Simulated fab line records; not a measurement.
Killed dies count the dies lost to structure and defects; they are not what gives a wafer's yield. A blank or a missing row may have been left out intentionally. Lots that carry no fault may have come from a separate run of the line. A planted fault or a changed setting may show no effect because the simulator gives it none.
One fault seen from 2 desks | flow sky130 | what lay behind the numbers comes last; until then each desk has only its own

THE TOOL OWNER'S DESK: implanter-01
The tool's own readings at SKY_LDD_P_IMPLANT_09: means of the sampled wafers that have a number, for each lot that ran on this tool. Marked OUT: a lot whose mean sits more than 4 standard deviations from the usual mean, which makes it out of limits; the brackets give that distance.
Columns: A = end-station-pressure-torr at SKY_LDD_P_IMPLANT_09, usual 5.03e-06 Torr
lot  | first seen here | A
L720 | day 21 21:20    | 5.20e-06
L722 | day 22 11:48    | 4.90e-06
L728 | day 24 15:32    | 5.14e-06
L730 | day 25 08:23    | 5.04e-06
L731 | day 25 15:19    | 5.00e-06
L734 | day 26 14:56    | 4.98e-06
Finding of this desk: none of the 6 lots has anything out of limits.

AT THE METROLOGY DESK
What the gauges read, lot by lot, whatever tool the lot ran on: means of the sampled wafers that have a number. Marked OUT: a lot whose mean sits more than 4 standard deviations from the usual mean, which makes it out of limits; the brackets give that distance.
Columns: A = POLY_GATE_OXIDATION_THK at SKY_POLY_GATE_THK_MEAS_21, usual 4.17 nm; B = cd-nm at SKY_POLY_GATE_CD_MEAS_22, usual 150.2 nm; C = LDD_P_TW at SKY_LDD_P_TW_MEAS_11, usual 637; D = LDD_HVP_TW at SKY_LDD_HVP_TW_MEAS_10, usual 457.5
lot  | first seen here | A    | B     | C              | D
L716 | day 17 18:20    | 4.15 | 147.0 | 637            | 456.1
L717 | day 18 03:47    | 4.03 | 153.1 | 637            | 457.6
L719 | day 18 22:13    | 4.13 | 147.3 | 635            | 454.4
L720 | day 19 06:37    | 4.11 | 154.7 | 592 (-12) OUT  | 455.3
L722 | day 19 19:53    | 4.01 | 148.9 | 604 (-8.5) OUT | 458.0
L728 | day 22 01:08    | 4.18 | 148.8 | 643            | 457.8
L729 | day 22 03:56    | 4.22 | 146.6 | 636            | 461.4
L730 | day 22 18:45    | 4.17 | 150.1 | 642            | 454.7
L731 | day 23 02:04    | 4.17 | 148.0 | 641            | 459.4
L732 | day 23 13:02    | 4.25 | 150.1 | 636            | 457.3
L733 | day 23 20:42    | 4.18 | 152.8 | 644            | 461.1
L734 | day 24 02:08    | 4.17 | 150.9 | 635            | 455.9
L735 | day 24 14:20    | 4.22 | 150.7 | 635            | 452.9
This desk reports L720, L722 out of limits; the earliest was L720 at day 21 21:35 (LDD_P_TW at SKY_LDD_P_TW_MEAS_11). L716, L717, L719, L728, L729, L730, L731, L732, L733, L734, L735 stayed within limits.

BROUGHT TOGETHER
Metrology desk: alarm possible at day 21 21:35 on L720, L722.
The tool owner's desk saw nothing out of limits.
Tool owner's desk: L720, L722 on record, inside its limits.
On implanter-01, each named lot ran SKY_LDD_P_IMPLANT_09.

WHAT THE SIMULATOR PUT IN
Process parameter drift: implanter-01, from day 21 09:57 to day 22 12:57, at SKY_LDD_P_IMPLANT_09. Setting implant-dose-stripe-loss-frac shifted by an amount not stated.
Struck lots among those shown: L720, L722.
Time in hours between the start of the fault and the first out-of-limits reading at each desk: metrology desk, 12.
